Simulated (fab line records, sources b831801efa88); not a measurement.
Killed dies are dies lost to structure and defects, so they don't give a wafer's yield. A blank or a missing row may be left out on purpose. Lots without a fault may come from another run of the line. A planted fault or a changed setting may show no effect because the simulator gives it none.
One fault seen from 2 desks | flow sky130 | each desk has only its own numbers; what lay behind them comes last

THE METROLOGY DESK
What the gauges read, lot by lot, whatever tool the lot ran on: means of the sampled wafers that have a number. A lot is out of limits, marked OUT, if its mean lies more than 4 standard deviations from the usual mean; the brackets give that distance.
Columns: A = VIA1_BOW at SKY_VIA1_BOW_MEAS_03, usual 78 um
lot  | first seen here | A
L713 | day 32 19:29    | 89
L714 | day 33 03:01    | 79
L715 | day 33 06:49    | 81
L718 | day 34 10:18    | 82
L719 | day 35 01:01    | 75
L720 | day 35 04:14    | 74
L721 | day 35 10:22    | 77
L723 | day 36 08:53    | 78
L724 | day 36 11:41    | 78
L726 | day 37 05:04    | 79
L732 | day 38 23:37    | 76
L734 | day 39 10:52    | 68
L736 | day 39 23:13    | 75
This desk's finding: nothing out of limits on any of the 13 lots.

THE TOOL OWNER'S DESK: implanter-01
The tool's own readings at SKY_LDD_N_IMPLANT_13: means of the sampled wafers that have a number, for each lot that ran on this tool. A lot is out of limits, marked OUT, if its mean lies more than 4 standard deviations from the usual mean; the brackets give that distance.
Columns: A = faraday_current_uA at SKY_LDD_N_IMPLANT_13, usual 28.1; B = rotation_deg at SKY_LDD_N_IMPLANT_13, usual 90.002 degrees
lot  | first seen here | A    | B
L715 | day 18 08:24    | 28.4 | 90.004
L720 | day 20 08:59    | 28.8 | 90.018
L721 | day 20 16:43    | 28.5 | 90.003
L723 | day 21 17:52    | 28.1 | 219.900 (+99 or more) OUT
L724 | day 21 20:02    | 28.1 | 219.897 (+99 or more) OUT
L726 | day 22 17:40    | 28.1 | 219.883 (+99 or more) OUT
L734 | day 25 07:26    | 27.6 | 89.975
This desk's finding: out of limits on L723, L724, L726; first on L723, day 21 17:52 (rotation_deg at SKY_LDD_N_IMPLANT_13). In limits: L715, L720, L721, L734.

PUT TOGETHER
The tool owner's desk could have raised an alarm at day 21 17:52, on L723, L724, L726.
The metrology desk saw nothing out of limits.
The metrology desk has L723, L724, L726 on record, within its limits.
Of the lots named, all ran SKY_LDD_N_IMPLANT_13 on implanter-01.

WHAT THE SIMULATOR HAD PUT IN
Process parameter drift: implanter-01, from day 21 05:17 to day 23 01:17, at SKY_LDD_N_IMPLANT_13. Setting rotation_deg, moved by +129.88, from 90. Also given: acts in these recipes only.
Lots struck among those shown: L723, L724, L726.
Hours from the fault's start to each desk's first reading out of limits: the tool owner's desk, 13.
